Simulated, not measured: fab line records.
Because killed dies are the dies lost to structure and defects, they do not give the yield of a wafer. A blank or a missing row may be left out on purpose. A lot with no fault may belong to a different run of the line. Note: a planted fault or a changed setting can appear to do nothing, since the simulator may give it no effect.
Chamber matching / flow gf180mcu / GF_PASSIVATION_CVD_02 on pecvd-02: 3 sister chambers
The step deposits Si3N4, target thk 700 nm, time 486.18 s. 14 wafers are shown with their chamber, then 7 later ones without.

WAFERS WITH THEIR CHAMBER
wafer=L479.2; chamber=2; heater_power_w (W)=637
wafer=L479.4; chamber=1; heater_power_w (W)=676
wafer=L479.6; chamber=0; heater_power_w (W)=784
wafer=L480.2; chamber=0; heater_power_w (W)=803
wafer=L480.4; chamber=0; heater_power_w (W)=650
wafer=L480.5; chamber=1; heater_power_w (W)=747
wafer=L482.3; chamber=1; heater_power_w (W)=706
wafer=L482.4; chamber=1; heater_power_w (W)=752
wafer=L482.5; chamber=2; heater_power_w (W)=735
wafer=L483.1; chamber=1; heater_power_w (W)=727
wafer=L483.3; chamber=2; heater_power_w (W)=666
wafer=L483.6; chamber=2; heater_power_w (W)=710
wafer=L488.1; chamber=1; heater_power_w (W)=758
wafer=L488.4; chamber=0; heater_power_w (W)=734

SIGNATURES, as means of the wafers listed above
reading=heater_power_w; chamber 0=742.75; chamber 1=727.67; chamber 2=687.00; scatter within a chamber=47.5
Rule: for each reading, subtract the chamber's mean from the wafer's reading, divide by that reading's scatter and square the result; add these up over the readings and take the root, which gives the wafer's distance from the chamber. The wafer belongs to the nearest chamber; if the next one is less than 2 further off, it can't be placed. The scatter: take each reading less its chamber's mean, square it, sum over the shown wafers, divide by the number of wafers less the number of chambers, and take the root.

WAFERS WHOSE CHAMBER IS MISSING
wafer=L488.6; heater_power_w (W)=600
wafer=L496.1; heater_power_w (W)=661
wafer=L496.2; heater_power_w (W)=741
wafer=L496.6; heater_power_w (W)=603
wafer=L497.1; heater_power_w (W)=808
wafer=L497.3; heater_power_w (W)=687
wafer=L497.6; heater_power_w (W)=654

WHICH CHAMBER EACH ONE RAN IN
wafer=L488.6; from the rows above=can't be placed: 2 or 1 or 0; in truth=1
wafer=L496.1; from the rows above=can't be placed: 2 or 1 or 0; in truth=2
wafer=L496.2; from the rows above=can't be placed: 0 or 1 or 2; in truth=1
wafer=L496.6; from the rows above=can't be placed: 2 or 1 or 0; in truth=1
wafer=L497.1; from the rows above=can't be placed: 0 or 1 or 2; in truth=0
wafer=L497.3; from the rows above=can't be placed: 2 or 1 or 0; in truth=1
wafer=L497.6; from the rows above=can't be placed: 2 or 1 or 0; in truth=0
Correctly placed: 0 of 7. Can't be placed from these rows: 7 (the true chamber is among the candidates in 7). 0 placed wrongly.
